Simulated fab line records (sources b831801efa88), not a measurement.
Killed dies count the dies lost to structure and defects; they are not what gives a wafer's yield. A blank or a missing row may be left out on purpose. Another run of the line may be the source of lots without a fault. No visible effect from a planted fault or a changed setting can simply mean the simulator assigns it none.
Comparing a struck lot with a sound one	flow sky130	14 steps out of a route of 708
Sound: these wafers, L498.1, L498.4, L498.5. Wafers struck: L499.2, L499.3, L499.4. The cause comes at the end.
At each step with rows: each side's tool, then ch and its chambers, then its first start. Under that, the readings that differ: sound wafers	struck wafers	difference of the means	sigmas: that difference in standard deviations of wafers without a fault.
alike: a reading whose means differ by less than 2 such deviations, as well as words and numbers matching on both sides. not compared: withheld readings; readings where some wafer has no value; bounds like >300 that might hide an equal value; numbers whose values overlap and for which the record gives no deviation.
The two part at a step that has a row with sigmas, a row that says differs or no value, or rows on one side only. Numbers that don't overlap but have no deviation are shown without sigmas and don't part them. Lack of a reading on every wafer of one side parts them only where that side has two or more wafers.

SKY_CONTACT_CVD_00: deposits Si3N4, target thk 75 nm.
  sound on pecvd-03 ch 0,1,2, day 32 23:06; struck on pecvd-02 ch 0,2, day 33 04:21
  alike: heaterPowerW
SKY_CONTACT_THK_MEAS_01:
  sound: filmMetro-02 at day 32 23:08; struck: filmMetro-01 at day 33 04:25
  alike: CONTACT_CVD_00_THK
then, 1 step without rows for these wafers: SKY_CONTACT_HDPCVD_02 (deposits SiO2, target thk 565 nm, time 94.2 s).
SKY_CONTACT_THK_MEAS_03:
  sound: filmMetro-01 at day 32 23:16; struck: filmMetro-02 at day 33 04:32
  alike: CONTACT_HDPCVD_THK
SKY_CONTACT_CMP_04: polishes SiO2.
  sound on cmp-01 ch 0,1,3, day 32 23:20; struck on cmp-02 ch 0,2,3, day 33 04:35
  alike: motorCurrentA, retainingRingPressureFrac, slurryFlowMlMin, timeToEndpointS
SKY_CONTACT_BOW_MEAS_05:
  sound: filmMetro-02 at day 32 23:38; struck: filmMetro-02 at day 33 04:55
  alike: CONTACT_BOW
then, 6 steps without rows for these wafers: SKY_CONTACT_DEHYDRATE_06 (time 60 s); SKY_CONTACT_HMDS_07 (prime time 60 s); SKY_CONTACT_COAT_08 (resist thk 60 nm); SKY_CONTACT_COAT_09 (resist thk 450 nm); SKY_CONTACT_SOFTBAKE_10 (time 90 s); SKY_CONTACT_EXPOSE_11 (exposes mask CTM1, target cd 170 nm).
SKY_CONTACT_PEB_12:
  sound on lithoTrack-01 ch 0, day 34 02:00; struck on lithoTrack-01, day 34 07:00
reading	sound	struck	difference	sigmas
exhaustPa (Pa)	43.2 42.7 44.1	- - -	no value on the struck wafers	
  not compared: chillPlateTempC
then, 1 step without rows for these wafers: SKY_CONTACT_DEVELOP_13 (develop time 60 s).

== WHERE THEY PART ==
Only at SKY_CONTACT_PEB_12, as far as this record shows.

WHY: whatever the simulator had introduced
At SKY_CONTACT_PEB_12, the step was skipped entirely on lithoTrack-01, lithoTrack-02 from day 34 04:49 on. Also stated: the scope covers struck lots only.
